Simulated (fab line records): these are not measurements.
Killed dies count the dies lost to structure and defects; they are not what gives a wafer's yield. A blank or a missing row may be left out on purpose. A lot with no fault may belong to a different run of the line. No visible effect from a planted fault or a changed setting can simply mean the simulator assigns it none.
Chamber matching -- flow sky130 -- 4 sister chambers for SKY_CONTACT_CMP_27 on cmp-01
The step polishes, stops on SiO2, t overpolish 15.41 s, target thk 0 nm. 8 wafers are shown with their chamber, then 7 later ones without.

## EACH WAFER AND ITS CHAMBER
wafer,chamber,motorCurrentA (A),timeToEndpointS (s)
L214.6,2,10.7,82
L218.5,3,13.6,86
L218.6,2,11.1,82
L222.1,0,11.8,84
L222.2,3,12.8,85
L222.6,1,11.2,92
L226.1,0,11.3,79
L226.2,1,12.1,82

## WAFERS WITH NO CHAMBER GIVEN
wafer,motorCurrentA (A),timeToEndpointS (s)
L226.4,13.2,82
L230.4,11.0,82
L230.5,13.1,84
L230.6,11.7,83
L233.3,11.3,76
L233.5,11.7,83
L233.6,10.7,78

## CHAMBER TAKEN BY EACH
wafer,from the rows above,in truth
L226.4,3,3
L230.4,can't be placed: 2 or 0 or 1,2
L230.5,3,3
L230.6,can't be placed: 0 or 1 or 2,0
L233.3,can't be placed: 0 or 2 or 1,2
L233.5,can't be placed: 0 or 1 or 2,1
L233.6,can't be placed: 2 or 0 or 1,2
Correct placement for 2 of the 7. Not placeable from these rows: 5 (in 5, the candidates include the true chamber). Wrongly placed: 0.
How it was worked out, from the rows above alone: a wafer's distance from a chamber is the root of the sum, over the readings, of the square of ((its reading less the chamber's mean) divided by the reading's scatter). If the next closest chamber is less than 2 further off than the closest, the wafer can't be placed; otherwise it belongs to the closest. For every chamber, the mean is computed from those of its wafers that are shown. The scatter: take each reading less its chamber's mean, square it, sum over the shown wafers, divide by the number of wafers less the number of chambers, and take the root.
